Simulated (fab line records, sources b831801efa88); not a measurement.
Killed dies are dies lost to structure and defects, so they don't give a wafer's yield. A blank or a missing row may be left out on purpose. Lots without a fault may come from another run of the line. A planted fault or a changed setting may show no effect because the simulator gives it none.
Which tool did it? | flow sky130 | 7 lots, 21 wafers sampled, at 3 steps of a route of 708

WHAT THE GAUGES READ, wafer by wafer
SKY_VT_ADJUST_LVTN_TW_MEAS_21.
lot  | measured     | on            | VT_ADJUST_LVTN_2_TW
L836 | day 8 17:01  | film_metro-03 | 187.3 186.8 187.3
L842 | day 10 07:59 | film_metro-01 | 186.4 186.8 186.3
L845 | day 11 00:11 | film_metro-01 | 29.7 29.6 29.7
L849 | day 11 23:46 | film_metro-01 | 186.1 184.9 185.9
L851 | day 12 16:04 | film_metro-03 | 185.7 186.8 186.7
L853 | day 13 01:28 | film_metro-03 | 186.2 186.3 186.3
L857 | day 14 08:55 | film_metro-03 | 187.1 187.7 188.0

WHICH TOOL RAN EACH LOT (tool, then ch and the chambers of the sampled wafers, then the start)
lot  | SKY_VT_ADJUST_LVTN_STRIP_09          | SKY_VT_ADJUST_LVTN_STRIP_20
L836 | plasma_asher-03 ch 0,1, day 7 18:20  | plasma_asher-03 ch 0,1, day 8 16:56
L842 | plasma_asher-02 ch 0,1, day 9 07:59  | plasma_asher-02 ch 0,1, day 10 07:53
L845 | plasma_asher-02 ch 0,1, day 10 00:50 | plasma_asher-04 ch 0,1, day 11 00:05
L849 | plasma_asher-02 ch 1, day 11 00:06   | plasma_asher-02 ch 0,1, day 11 23:39
L851 | plasma_asher-04 ch 0,1, day 11 15:26 | plasma_asher-02 ch 0,1, day 12 15:59
L853 | plasma_asher-04 ch 0,1, day 12 00:02 | plasma_asher-04 ch 0,1, day 13 01:23
L857 | plasma_asher-02 ch 0, day 13 06:20   | plasma_asher-04 ch 0,1, day 14 08:48
- SKY_VT_ADJUST_LVTN_STRIP_09: strips in O2/N2.
- SKY_VT_ADJUST_LVTN_STRIP_20: strips in O2/N2.

THE ANSWER, worked out from the rows above alone
Rule: what is usual is taken from the lots themselves. Put in order of their means at a reading, lots are off if they are a third of the lots or fewer, leave a main group of 4 or more, and stand apart from it by a gap of 3 or more times the standard deviation of the main group's means; of several such gaps the widest counts. A main group whose means are all the same, to the digits that the tables above print for the reading, isn't used. A lot without any number at a reading at which 4 lots or more have one is off too. The other lots that the step has rows for count as sound.
Off: L845, at SKY_VT_ADJUST_LVTN_TW_MEAS_21 (VT_ADJUST_LVTN_2_TW). The main group: mean 186.6, standard deviation 0.63.
A tool fits if, at a process step before that reading, it ran every lot that is off, and no sound lot after the first of them. The gauges at SKY_VT_ADJUST_LVTN_TW_MEAS_21 are tried like those tools. None of those tried fits.

WHAT THE SIMULATOR HAD PUT IN
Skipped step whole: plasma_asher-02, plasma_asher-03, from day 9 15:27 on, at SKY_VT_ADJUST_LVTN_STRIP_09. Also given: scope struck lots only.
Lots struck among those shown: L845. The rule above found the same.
